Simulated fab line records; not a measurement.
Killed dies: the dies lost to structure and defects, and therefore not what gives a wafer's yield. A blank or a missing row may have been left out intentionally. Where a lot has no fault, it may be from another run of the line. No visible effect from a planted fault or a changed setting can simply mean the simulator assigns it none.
Which of the tools did it? + flow sky130 + 6 lots, 17 wafers sampled, at 1 step of a route of 708

WHAT EACH GAUGE READ, for each wafer
SKY_GATE_OXIDE_OVL_MEAS_10.
| lot  | measured     | on         | GATE_OXIDE_OVL (nm) |
|------|--------------|------------|---------------------|
| L647 | day 14 23:37 | overlay-01 | -0.5 -1.5 -1.2      |
| L648 | day 15 08:32 | overlay-01 | 0.6 1.5 -0.6        |
| L650 | day 16 00:10 | overlay-01 | -0.4 2.2 0.1        |
| L652 | day 16 21:17 | overlay-01 | -0.2 -0.7 0.8       |
| L662 | day 20 05:05 | overlay-02 | 0.8 2.5             |
| L668 | day 22 08:13 | overlay-01 | 1.7 0.1 -0.8        |

WHICH TOOL RAN EACH LOT (tool, then ch and the chambers of the sampled wafers, then the start)
No process step before these readings appears in the record.

THE ANSWER, worked out from the rows above alone
Rule: usual is defined by the lots themselves. The widest of any qualifying gaps counts: lots, ordered by their means at a reading, are off when they make up no more than a third of the lots, leave a main group of 4 or more, and stand apart from it by 3 or more times the standard deviation of that group's means. If all means in a main group match to the digits the tables above print for the reading, that group is not used. A lot without any number at a reading at which 4 lots or more have one is off too. Where the step has rows for the other lots, those lots are counted as sound.
No lot is off on any of the readings shown, so nothing can be concluded from this.

WHAT WAS PUT IN BY THE SIMULATOR
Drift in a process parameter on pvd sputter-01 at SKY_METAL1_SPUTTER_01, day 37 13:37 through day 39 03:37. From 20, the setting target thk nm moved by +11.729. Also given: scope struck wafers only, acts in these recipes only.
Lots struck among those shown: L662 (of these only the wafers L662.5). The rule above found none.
